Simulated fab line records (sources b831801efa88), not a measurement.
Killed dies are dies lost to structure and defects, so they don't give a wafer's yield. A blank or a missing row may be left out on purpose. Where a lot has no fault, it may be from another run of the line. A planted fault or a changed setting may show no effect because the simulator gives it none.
One fault seen from 2 desks || flow sfqLine || each desk has only its own numbers; what lay behind them comes last

DESK OF THE TOOL OWNER: lithoTrack-04
The tool's own readings at SFQ_TRILAYER_I6_VIA_LITHO_PEB_172 (peb time 60 s): means of the sampled wafers that have a number, for each lot that ran on this tool. The brackets show how far a lot's mean lies from the usual mean; more than 4 standard deviations puts the lot out of limits, marked OUT.
Columns: A = heaterPowerTotalW at SFQ_TRILAYER_I6_VIA_LITHO_PEB_172, usual 79.15 W; B = plateTempC at SFQ_TRILAYER_I6_VIA_LITHO_PEB_172, usual 115.01 C
{"lot": "L968", "first seen here": "day 64 09:20", "A": 79.13, "B": 115.29}
{"lot": "L975", "first seen here": "day 73 13:41", "A": "80.07 (+14) OUT", "B": "115.87 (+6.2) OUT"}
{"lot": "L978", "first seen here": "day 73 22:27", "A": "80.03 (+14) OUT", "B": "116.03 (+7.3) OUT"}
Finding of this desk: L975, L978 out of limits; the first was L975 at day 73 13:41, on heaterPowerTotalW at SFQ_TRILAYER_I6_VIA_LITHO_PEB_172. In limits: L968.

AT THE METROLOGY DESK
What the gauges read, lot by lot, whatever tool the lot ran on: means of the sampled wafers that have a number. The brackets show how far a lot's mean lies from the usual mean; more than 4 standard deviations puts the lot out of limits, marked OUT.
Columns: A = I6_BOW at SFQ_I6_BOW_MEAS_941, usual 5 um; B = I6_OVL at SFQ_I6_OVL_MEAS_942, usual 2 nm
{"lot": "L968", "first seen here": "day 60 10:55", "A": -2, "B": 7}
{"lot": "L975", "first seen here": "day 73 10:04", "A": 8, "B": 0}
{"lot": "L977", "first seen here": "day 73 13:05", "A": -0, "B": 5}
{"lot": "L978", "first seen here": "day 73 15:05", "A": 0, "B": -2}
{"lot": "L980", "first seen here": "day 73 21:18", "A": -3, "B": 4}
{"lot": "L982", "first seen here": "day 74 01:04", "A": -6, "B": -5}
This desk found nothing out of limits on any of the 6 lots.

PUT TOGETHER
On L975, L978, at day 73 13:41, an alarm was possible from the tool owner's desk.
From the metrology desk's view, nothing was out of limits.
The metrology desk holds a record of L975, L978, inside its limits.
Every lot named ran SFQ_TRILAYER_I6_VIA_LITHO_PEB_172 on lithoTrack-04.

WHAT THE SIMULATOR HAD INSERTED
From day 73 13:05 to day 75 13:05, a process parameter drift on lithoTrack-04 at SFQ_TRILAYER_I6_VIA_LITHO_PEB_172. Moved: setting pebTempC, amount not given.
Struck lots among those shown: L975, L978.
How many hours passed from the start of the fault until each desk's first out-of-limits reading: the tool owner's desk, 1.
